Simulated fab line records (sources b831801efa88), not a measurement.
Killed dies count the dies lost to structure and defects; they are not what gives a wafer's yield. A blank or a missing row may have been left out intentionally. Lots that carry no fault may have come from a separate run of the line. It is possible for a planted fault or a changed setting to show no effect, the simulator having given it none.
Which tool is to blame? | flow gf180mcu | 33 wafers from 11 lots sampled at 3 of the route's 602 steps

## WHAT EACH GAUGE READ, for each wafer
GF_V3_RS_MEAS_24: measurement is done with a four-point probe.
lot  | measured     | on            | V3_W_RS (ohm/sq)
L349 | day 23 08:07 | film-metro-01 | 0.322 0.320 0.320
L352 | day 24 03:28 | film-metro-01 | 0.330 0.338 0.334
L353 | day 24 09:41 | film-metro-01 | 0.583 0.321 0.323
L355 | day 25 12:00 | film-metro-04 | 0.578 0.317 0.322
L362 | day 27 06:29 | film-metro-01 | 0.323 0.335 0.327
L365 | day 28 03:43 | film-metro-01 | 0.338 0.325 0.334
L366 | day 28 13:05 | film-metro-01 | 0.317 0.323 0.319
L367 | day 28 18:43 | film-metro-01 | 0.323 0.324 0.323
L369 | day 29 03:29 | film-metro-01 | 0.326 0.342 0.333
L370 | day 29 08:53 | film-metro-04 | 0.326 0.335 0.327
L371 | day 29 15:17 | film-metro-02 | 0.314 0.322 0.317

## WHICH TOOL RAN EACH LOT (tool, then ch and the chambers of the sampled wafers, then the start)
lot  | GF_M3_SPUTTER_01             | GF_V3_CVD_23
L349 | pvd-sputter-01, day 21 07:28 | cvd-w-01 ch 0,1, day 23 07:59
L352 | pvd-sputter-01, day 22 02:35 | cvd-w-02 ch 0,1, day 24 03:20
L353 | pvd-sputter-01, day 22 09:34 | cvd-w-01 ch 0,1, day 24 09:34
L355 | pvd-sputter-01, day 23 13:20 | cvd-w-01 ch 0,1, day 25 11:53
L362 | pvd-sputter-03, day 25 10:07 | cvd-w-02 ch 0,1, day 27 06:23
L365 | pvd-sputter-01, day 26 09:26 | cvd-w-02 ch 0,1, day 28 03:35
L366 | pvd-sputter-04, day 26 17:59 | cvd-w-01 ch 0, day 28 12:51
L367 | pvd-sputter-01, day 27 01:13 | cvd-w-01 ch 0, day 28 18:29
L369 | pvd-sputter-01, day 27 10:30 | cvd-w-02 ch 0,1, day 29 03:22
L370 | pvd-sputter-01, day 27 15:34 | cvd-w-02 ch 0,1, day 29 08:44
L371 | pvd-sputter-01, day 27 21:42 | cvd-w-01 ch 0,1, day 29 15:10
- GF_M3_SPUTTER_01: material TiN, target thk 30 nm, time 25 s.
- GF_V3_CVD_23: deposits W, target thk 350 nm, time 104.9 s.

## THE ANSWER, worked out from the rows above alone
Rule: usual is defined by the lots themselves. Put in order of their means at a reading, lots are off if they are a third of the lots or fewer, leave a main group of 4 or more, and stand apart from it by a gap of 3 or more times the standard deviation of the main group's means; of several such gaps the widest counts. The tables above print the reading to a certain number of digits; a main group whose means all agree to those digits is not used. A lot without any number at a reading at which 4 lots or more have one is off too. All remaining lots with rows at the step are treated as sound.
Off: at GF_V3_RS_MEAS_24 (V3_W_RS), L353, L355. For the main group the mean is 0.327 ohm/sq and the standard deviation 0.006.
If a tool, at a process step before that reading, ran all the lots that are off and no sound lot after the first of them, it fits. Gauges at GF_V3_RS_MEAS_24: tried the same way as those tools. Not one of the candidates tried fits.

## WHAT THE SIMULATOR HAD PUT IN
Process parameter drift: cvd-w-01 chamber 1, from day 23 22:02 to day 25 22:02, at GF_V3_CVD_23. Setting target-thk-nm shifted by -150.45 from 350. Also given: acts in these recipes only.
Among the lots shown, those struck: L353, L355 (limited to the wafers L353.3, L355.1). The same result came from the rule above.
